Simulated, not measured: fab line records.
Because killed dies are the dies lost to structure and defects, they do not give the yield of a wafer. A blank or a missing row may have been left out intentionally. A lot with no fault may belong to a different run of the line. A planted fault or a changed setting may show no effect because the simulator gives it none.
Which of the tools did it? | flow gf180mcu | Sampling: 14 lots, 42 wafers, 4 of 602 route steps

## WHAT THE GAUGES SHOWED, per wafer
GF_CONTACT_THK_MEAS_01. Usual: CONTACT_CVD_00_THK gives 298.7 nm (standard deviation 2.9).
lot  | measured     | on            | CONTACT_CVD_00_THK (nm) | flag
L937 | day 15 10:53 | film metro-03 | 303.5 302.8 304.1       |
L938 | day 15 20:44 | film metro-03 | 299.3 296.9 295.8       |
L939 | day 16 07:17 | film metro-04 | 300.5 299.2 299.1       |
L940 | day 16 13:49 | film metro-03 | 296.1 296.9 296.2       |
L941 | day 16 23:56 | film metro-04 | 295.1 295.2 295.0       |
L942 | day 17 13:22 | film metro-02 | 299.5 297.2 300.7       |
L943 | day 18 01:07 | film metro-02 | 296.9 298.7 301.9       |
L945 | day 18 04:56 | film metro-04 | 296.3 292.1 292.6       |
L946 | day 18 19:50 | film metro-03 | 295.0 292.7 295.5       |
L949 | day 20 07:32 | film metro-02 | 301.3 302.4 304.7       |
L955 | day 22 02:11 | film metro-04 | 295.1 300.3 303.1       |
L957 | day 22 16:42 | film metro-02 | 302.4 298.9 298.6       |
L958 | day 22 22:21 | film metro-04 | 301.4 297.5 296.7       |
L959 | day 23 04:41 | film metro-02 | 299.7 303.3 303.5       |

## TOOL THAT RAN EACH LOT (tool first, then ch and the chambers of the sampled wafers, then the start)
lot  | GF_HV_LDD_IMPLANT_21            | GF_SALICIDE_RTA_06               | GF_SALICIDE_RTA_08
L937 | implanter-04 ch 0, day 11 03:39 | rtp anneal-01 ch 0, day 15 10:28 | rtp anneal-02 ch 0, day 15 10:44
L938 | implanter-02 ch 0, day 11 10:46 | rtp anneal-02 ch 0, day 15 20:20 | rtp anneal-01 ch 0, day 15 20:37
L939 | implanter-03 ch 0, day 11 17:50 | rtp anneal-01 ch 0, day 16 06:52 | rtp anneal-02 ch 0, day 16 07:08
L940 | implanter-02 ch 0, day 12 00:16 | rtp anneal-01 ch 0, day 16 13:29 | rtp anneal-02 ch 0, day 16 13:40
L941 | implanter-02 ch 0, day 12 10:55 | rtp anneal-02 ch 0, day 16 23:29 | rtp anneal-01 ch 0, day 16 23:47
L942 | implanter-02 ch 0, day 12 21:31 | rtp anneal-01 ch 0, day 17 13:02 | rtp anneal-02 ch 0, day 17 13:14
L943 | implanter-04 ch 0, day 13 06:37 | rtp anneal-02 ch 0, day 18 00:47 | rtp anneal-01 ch 0, day 18 00:58
L945 | implanter-04 ch 0, day 13 11:01 | rtp anneal-01 ch 0, day 18 04:37 | rtp anneal-02 ch 0, day 18 04:49
L946 | implanter-04 ch 0, day 13 23:24 | rtp anneal-01 ch 0, day 18 19:31 | rtp anneal-02 ch 0, day 18 19:42
L949 | implanter-04 ch 0, day 15 04:52 | rtp anneal-02 ch 0, day 20 07:11 | rtp anneal-01 ch 0, day 20 07:23
L955 | implanter-02 ch 0, day 16 21:01 | rtp anneal-01 ch 0, day 22 01:50 | rtp anneal-02 ch 0, day 22 02:02
L957 | implanter-03 ch 0, day 17 11:13 | rtp anneal-01 ch 0, day 22 16:20 | rtp anneal-02 ch 0, day 22 16:33
L958 | implanter-02 ch 0, day 17 15:56 | rtp anneal-02 ch 0, day 22 22:01 | rtp anneal-02 ch 0, day 22 22:13
L959 | implanter-02 ch 0, day 18 00:23 | rtp anneal-02 ch 0, day 23 04:19 | rtp anneal-01 ch 0, day 23 04:30
- GF_HV_LDD_IMPLANT_21
- GF_SALICIDE_RTA_06: time 30 s.
- GF_SALICIDE_RTA_08: time 30 s.

## AS READ BY THE TOOLS THEMSELVES (means over the sampled wafers that have a number; for cases with no such wafer, the mark the record gives instead)
GF_HV_LDD_IMPLANT_21. Usual: beam on s 10.00 s, standard deviation 0.22; dose ions cm2 5e+13, standard deviation 5.3e+10; faraday current uA 282, standard deviation 6; tilt deg 7.001 degrees, standard deviation 0.018.
lot  | tool         | beam on s (s) | dose ions cm2 | faraday current uA | tilt deg (degrees) | flag
L937 | implanter-04 | 9.89          | 5e+13         | 285                | 6.996              |
L938 | implanter-02 | 9.90          | 5e+13         | 284                | 7.026              |
L939 | implanter-03 | 10.07         | 5e+13         | 280                | 6.991              |
L940 | implanter-02 | 9.99          | 5e+13         | 283                | 7.011              |
L941 | implanter-02 | 9.78          | 5e+13         | 288                | 6.982              |
L942 | implanter-02 | 9.77          | 5e+13         | 288                | 6.983              |
L943 | implanter-04 | 10.14         | 5e+13         | 278                | 7.007              |
L945 | implanter-04 | 10.10         | 5e+13         | 279                | 7.025              |
L946 | implanter-04 | 9.87          | 5e+13         | 296                | 7.005              |
L949 | implanter-04 | 10.17         | 5e+13         | 288                | 6.998              |
L955 | implanter-02 | 10.15         | 5e+13         | 277                | 6.996              |
L957 | implanter-03 | 9.99          | 5e+13         | 282                | 6.983              |
L958 | implanter-02 | 10.00         | 5e+13         | 281                | 7.012              |
L959 | implanter-02 | 9.96          | 5e+13         | 283                | 6.988              |

GF_SALICIDE_RTA_06. Usual: lamp power pct 6.27 %, standard deviation 0.087; wafer_temp_C_max 532.8, standard deviation 0.81.
lot  | tool          | lamp power pct (%) | wafer_temp_C_max | flag
L937 | rtp anneal-01 | 6.18               | 532.3            |
L938 | rtp anneal-02 | 6.36               | 532.8            |
L939 | rtp anneal-01 | 6.18               | 531.3            |
L940 | rtp anneal-01 | 6.18               | 532.3            |
L941 | rtp anneal-02 | 6.35               | 533.3            |
L942 | rtp anneal-01 | 6.17               | 532.4            |
L943 | rtp anneal-02 | 6.35               | 532.5            |
L945 | rtp anneal-01 | 6.18               | 532.2            |
L946 | rtp anneal-01 | 6.18               | 532.2            |
L949 | rtp anneal-02 | 6.35               | 533.1            |
L955 | rtp anneal-01 | 6.18               | 531.9            |
L957 | rtp anneal-01 | 6.18               | 532.0            |
L958 | rtp anneal-02 | 6.35               | 533.7            |
L959 | rtp anneal-02 | 6.35               | 533.4            |

GF_SALICIDE_RTA_08. Usual: lamp power pct 17.40 %, standard deviation 0.24; wafer_temp_C_max 804.2, standard deviation 1.2.
lot  | tool          | lamp power pct (%) | wafer_temp_C_max | flag
L937 | rtp anneal-02 | 17.64              | 806.6            |
L938 | rtp anneal-01 | 17.16              | 803.2            |
L939 | rtp anneal-02 | 17.64              | 804.9            |
L940 | rtp anneal-02 | 17.63              | 805.3            |
L941 | rtp anneal-01 | 17.16              | 803.6            |
L942 | rtp anneal-02 | 17.65              | 805.5            |
L943 | rtp anneal-01 | 17.17              | 803.0            |
L945 | rtp anneal-02 | 17.64              | 806.7            |
L946 | rtp anneal-02 | 17.64              | 805.5            |
L949 | rtp anneal-01 | 17.16              | 803.1            |
L955 | rtp anneal-02 | 17.65              | 805.0            |
L957 | rtp anneal-02 | 17.64              | 804.7            |
L958 | rtp anneal-02 | 17.65              | 805.4            |
L959 | rtp anneal-01 | 17.17              | 802.9            |

## THE ANSWER, worked out from the rows above alone
Rule: lot off if the mean of its wafers having a number is beyond 3 standard deviations from the usual mean. A lot without any number at a reading at which 4 lots or more have one is off too. All remaining lots with rows at the step are treated as sound. First the gauges in route order, then the tools' own readings, where a lot's mean is used as printed above. At the first step where some lot is off, the reading lying furthest off is the one used; lots without a number count as furthest.
No lot is off on any of the readings shown, so nothing can be concluded from this.

## WHAT HAD BEEN PUT IN BY THE SIMULATOR
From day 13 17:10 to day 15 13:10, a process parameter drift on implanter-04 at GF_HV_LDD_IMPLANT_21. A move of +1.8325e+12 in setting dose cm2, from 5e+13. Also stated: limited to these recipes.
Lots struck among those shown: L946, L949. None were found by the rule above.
